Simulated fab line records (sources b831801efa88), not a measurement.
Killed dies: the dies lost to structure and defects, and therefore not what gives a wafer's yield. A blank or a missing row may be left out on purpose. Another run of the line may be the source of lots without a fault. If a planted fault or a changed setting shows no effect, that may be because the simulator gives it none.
Which of the tools did it? / flow sky130 / 39 wafers from 13 lots sampled at 4 of the route's 708 steps

## WHAT EACH GAUGE READ, for each wafer
SKY_VT_ADJUST_HVTP_OVL_MEAS_08. Usual: VT_ADJUST_HVTP_OVL 0.5 nm, standard deviation 1.5.
lot=L270; measured=day 6 13:23; on=overlay-02; VT_ADJUST_HVTP_OVL (nm)=0.6 1.0 -0.8; flag=
lot=L271; measured=day 6 18:04; on=overlay-01; VT_ADJUST_HVTP_OVL (nm)=2.5 3.6 2.8; flag=
lot=L273; measured=day 7 11:02; on=overlay-01; VT_ADJUST_HVTP_OVL (nm)=-2.1 -2.5 -3.5; flag=
lot=L275; measured=day 7 20:06; on=overlay-01; VT_ADJUST_HVTP_OVL (nm)=0.3 -0.4 -0.2; flag=
lot=L278; measured=day 8 09:50; on=overlay-01; VT_ADJUST_HVTP_OVL (nm)=2.0 1.1 1.6; flag=
lot=L280; measured=day 8 18:33; on=overlay-01; VT_ADJUST_HVTP_OVL (nm)=1.5 2.5 2.9; flag=
lot=L281; measured=day 9 11:25; on=overlay-01; VT_ADJUST_HVTP_OVL (nm)=0.1 1.8 2.1; flag=
lot=L284; measured=day 9 16:46; on=overlay-02; VT_ADJUST_HVTP_OVL (nm)=0.8 1.5 1.3; flag=
lot=L287; measured=day 11 04:34; on=overlay-02; VT_ADJUST_HVTP_OVL (nm)=-1.1 -1.2 -0.7; flag=
lot=L289; measured=day 11 10:15; on=overlay-02; VT_ADJUST_HVTP_OVL (nm)=-0.4 -0.9 -0.9; flag=
lot=L290; measured=day 12 05:39; on=overlay-02; VT_ADJUST_HVTP_OVL (nm)=1.0 0.9 0.9; flag=
lot=L291; measured=day 12 09:01; on=overlay-01; VT_ADJUST_HVTP_OVL (nm)=0.2 0.5 -1.0; flag=
lot=L292; measured=day 12 13:55; on=overlay-02; VT_ADJUST_HVTP_OVL (nm)=0.3 0.0 0.7; flag=

SKY_LDD_HVP_OVL_MEAS_07. Usual: LDD_HVP_OVL 0.4 nm, standard deviation 1.5.
lot=L270; measured=day 22 00:18; on=overlay-01; LDD_HVP_OVL (nm)=1.6 1.5 0.7; flag=
lot=L271; measured=day 22 19:57; on=overlay-01; LDD_HVP_OVL (nm)=-0.8 -0.2 0.7; flag=
lot=L273; measured=day 23 11:10; on=overlay-01; LDD_HVP_OVL (nm)=-0.5 -1.9 -1.6; flag=
lot=L275; measured=day 23 21:20; on=overlay-02; LDD_HVP_OVL (nm)=2.5 2.9 5.2; flag=
lot=L278; measured=day 25 07:12; on=overlay-02; LDD_HVP_OVL (nm)=3.4 1.9 2.0; flag=
lot=L280; measured=day 25 08:05; on=overlay-01; LDD_HVP_OVL (nm)=1.6 0.3 0.3; flag=
lot=L281; measured=day 26 08:20; on=overlay-02; LDD_HVP_OVL (nm)=0.9 0.9 1.0; flag=
lot=L284; measured=day 26 18:45; on=overlay-02; LDD_HVP_OVL (nm)=2.7 3.2 2.5; flag=
lot=L287; measured=day 28 10:23; on=overlay-01; LDD_HVP_OVL (nm)=0.7 0.6 0.4; flag=
lot=L289; measured=day 28 19:00; on=overlay-01; LDD_HVP_OVL (nm)=0.0 -0.9 1.0; flag=
lot=L290; measured=day 29 13:53; on=overlay-02; LDD_HVP_OVL (nm)=-1.3 -1.0 0.1; flag=
lot=L291; measured=day 29 21:44; on=overlay-01; LDD_HVP_OVL (nm)=-0.2 -0.5 0.8; flag=
lot=L292; measured=day 30 05:05; on=overlay-01; LDD_HVP_OVL (nm)=1.0 1.5 1.7; flag=

SKY_CONTACT_CD_MEAS_14: target cd 170 nm. Usual: 170.5 nm for cdNm, sd 1.4.
lot=L270; measured=day 32 00:20; on=cdSem-02; cdNm (nm)=171.0 171.8 169.8; flag=
lot=L271; measured=day 32 18:47; on=cdSem-02; cdNm (nm)=172.0 171.3 172.1; flag=
lot=L273; measured=day 33 05:44; on=cdSem-01; cdNm (nm)=170.7 170.4 171.6; flag=
lot=L275; measured=day 33 16:45; on=cdSem-02; cdNm (nm)=172.4 171.6 171.6; flag=
lot=L278; measured=day 34 23:11; on=cdSem-02; cdNm (nm)=170.1 167.6 169.5; flag=
lot=L280; measured=day 35 01:44; on=cdSem-02; cdNm (nm)=169.3 169.0 168.8; flag=
lot=L281; measured=day 35 22:17; on=cdSem-02; cdNm (nm)=168.3 167.9 170.6; flag=
lot=L284; measured=day 36 09:02; on=cdSem-01; cdNm (nm)=170.6 170.5 172.4; flag=
lot=L287; measured=day 37 18:56; on=cdSem-02; cdNm (nm)=170.6 171.0 172.5; flag=
lot=L289; measured=day 38 01:33; on=cdSem-02; cdNm (nm)=168.7 168.5 167.3; flag=
lot=L290; measured=day 38 20:21; on=cdSem-02; cdNm (nm)=170.2 171.2 170.5; flag=
lot=L291; measured=day 39 04:09; on=cdSem-01; cdNm (nm)=170.3 171.6 171.1; flag=
lot=L292; measured=day 39 12:09; on=cdSem-01; cdNm (nm)=168.1 169.0 170.4; flag=

## EACH LOT AND THE TOOL THAT RAN IT (in order: tool; ch and the chambers of the sampled wafers; start)
lot=L270; SKY_POLY_GATE_ETCH_15=rieDiel-01 ch 1,2, day 16 17:29
lot=L271; SKY_POLY_GATE_ETCH_15=rieDiel-01 ch 2,3, day 17 12:11
lot=L273; SKY_POLY_GATE_ETCH_15=rieDiel-01 ch 0,1, day 18 04:25
lot=L275; SKY_POLY_GATE_ETCH_15=rieDiel-01 ch 0,1,3, day 18 15:11
lot=L278; SKY_POLY_GATE_ETCH_15=rieDiel-01 ch 0,2,3, day 20 02:59
lot=L280; SKY_POLY_GATE_ETCH_15=rieDiel-02 ch 1,3, day 20 03:20
lot=L281; SKY_POLY_GATE_ETCH_15=rieDiel-01 ch 0,1,2, day 21 04:52
lot=L284; SKY_POLY_GATE_ETCH_15=rieDiel-01 ch 0,2,3, day 21 15:41
lot=L287; SKY_POLY_GATE_ETCH_15=rieDiel-01 ch 0,1,2, day 23 09:17
lot=L289; SKY_POLY_GATE_ETCH_15=rieDiel-01 ch 0,2, day 23 19:20
lot=L290; SKY_POLY_GATE_ETCH_15=rieDiel-02 ch 0,1,2, day 24 14:59
lot=L291; SKY_POLY_GATE_ETCH_15=rieDiel-02 ch 0,1,2, day 24 21:59
lot=L292; SKY_POLY_GATE_ETCH_15=rieDiel-04 ch 1,3, day 25 04:50
- SKY_POLY_GATE_ETCH_15: etches BARC in N2/H2, stops on SiO2, time 118.5 s, target depth 110 nm.

## AS READ BY THE TOOLS THEMSELVES (means over the sampled wafers that have a number; for cases with no such wafer, the mark the record gives instead)
SKY_POLY_GATE_ETCH_15. Usual: biasW 100.02 W, standard deviation 0.3; drypumpMotorCurrentA 5.6 A, standard deviation 0.4; h2FlowSccm 200.1 sccm, standard deviation 0.63; oesProductAu 0.717 a.u., standard deviation 0.0052; rfFwdPowerW 496.9 W, standard deviation 1.8; throttleValvePct 13.210 %, standard deviation 0.0086.
lot=L270; tool=rieDiel-01; biasW (W)=100.24; drypumpMotorCurrentA (A)=5.3; h2FlowSccm (sccm)=200.0; oesProductAu (a.u.)=0.713; rfFwdPowerW (W)=495.5; throttleValvePct (%)=13.214; flag=
lot=L271; tool=rieDiel-01; biasW (W)=99.58; drypumpMotorCurrentA (A)=5.8; h2FlowSccm (sccm)=200.1; oesProductAu (a.u.)=0.714; rfFwdPowerW (W)=497.9; throttleValvePct (%)=13.202; flag=
lot=L273; tool=rieDiel-01; biasW (W)=99.93; drypumpMotorCurrentA (A)=5.6; h2FlowSccm (sccm)=199.8; oesProductAu (a.u.)=0.725; rfFwdPowerW (W)=498.0; throttleValvePct (%)=13.218; flag=
lot=L275; tool=rieDiel-01; biasW (W)=100.17; drypumpMotorCurrentA (A)=5.6; h2FlowSccm (sccm)=199.8; oesProductAu (a.u.)=0.716; rfFwdPowerW (W)=496.5; throttleValvePct (%)=13.213; flag=
lot=L278; tool=rieDiel-01; biasW (W)=100.23; drypumpMotorCurrentA (A)=5.8; h2FlowSccm (sccm)=200.1; oesProductAu (a.u.)=0.717; rfFwdPowerW (W)=497.5; throttleValvePct (%)=13.204; flag=
lot=L280; tool=rieDiel-02; biasW (W)=99.81; drypumpMotorCurrentA (A)=5.8; h2FlowSccm (sccm)=199.9; oesProductAu (a.u.)=0.723; rfFwdPowerW (W)=497.5; throttleValvePct (%)=13.217; flag=
lot=L281; tool=rieDiel-01; biasW (W)=100.05; drypumpMotorCurrentA (A)=5.6; h2FlowSccm (sccm)=200.1; oesProductAu (a.u.)=0.718; rfFwdPowerW (W)=494.9; throttleValvePct (%)=13.207; flag=
lot=L284; tool=rieDiel-01; biasW (W)=99.91; drypumpMotorCurrentA (A)=5.9; h2FlowSccm (sccm)=200.0; oesProductAu (a.u.)=0.712; rfFwdPowerW (W)=496.2; throttleValvePct (%)=13.206; flag=
lot=L287; tool=rieDiel-01; biasW (W)=104.90; drypumpMotorCurrentA (A)=5.6; h2FlowSccm (sccm)=199.9; oesProductAu (a.u.)=0.717; rfFwdPowerW (W)=496.8; throttleValvePct (%)=13.215; flag=OFF
lot=L289; tool=rieDiel-01; biasW (W)=104.67; drypumpMotorCurrentA (A)=5.8; h2FlowSccm (sccm)=200.5; oesProductAu (a.u.)=0.716; rfFwdPowerW (W)=498.2; throttleValvePct (%)=13.204; flag=OFF
lot=L290; tool=rieDiel-02; biasW (W)=100.07; drypumpMotorCurrentA (A)=5.5; h2FlowSccm (sccm)=200.3; oesProductAu (a.u.)=0.718; rfFwdPowerW (W)=498.5; throttleValvePct (%)=13.213; flag=
lot=L291; tool=rieDiel-02; biasW (W)=100.28; drypumpMotorCurrentA (A)=5.5; h2FlowSccm (sccm)=200.0; oesProductAu (a.u.)=0.711; rfFwdPowerW (W)=496.3; throttleValvePct (%)=13.214; flag=
lot=L292; tool=rieDiel-04; biasW (W)=99.77; drypumpMotorCurrentA (A)=5.3; h2FlowSccm (sccm)=200.2; oesProductAu (a.u.)=0.721; rfFwdPowerW (W)=495.9; throttleValvePct (%)=13.208; flag=

## THE ANSWER, worked out from the rows above alone
Rule: a lot counts as off when the mean over its wafers that have a number is more than 3 standard deviations away from the usual mean. A lot without any number at a reading at which 4 lots or more have one is off too. The other lots that the step has rows for count as sound. First the gauges in route order, then the tools' own readings, where a lot's mean is used as printed above. At the first step where some lot is off, the reading lying furthest off is the one used; lots without a number count as furthest.
Off, at SKY_POLY_GATE_ETCH_15 on biasW: L287, L289.
A tool fits if, at that step or a process step before it, it ran every lot that is off, and no sound lot after the first of them. One candidate fits, namely rieDiel-01 at SKY_POLY_GATE_ETCH_15. Its last sound lot is L284 (day 21 15:41), its first lot that is off L287 (day 23 09:17): a fault that began between those two fits.
On the lots that are off, the tool's own readings at SKY_POLY_GATE_ETCH_15 differ by more than 5 times the standard deviation of the sound lots' means, which bears it out; biasW reads 104.78 W there versus 100.00 W on the sound lots.

## WHAT THE SIMULATOR HAD PUT IN
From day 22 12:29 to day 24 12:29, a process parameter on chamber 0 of rieDiel-01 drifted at SKY_POLY_GATE_ETCH_15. The setting biasW was moved by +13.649, starting from 100. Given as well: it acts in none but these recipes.
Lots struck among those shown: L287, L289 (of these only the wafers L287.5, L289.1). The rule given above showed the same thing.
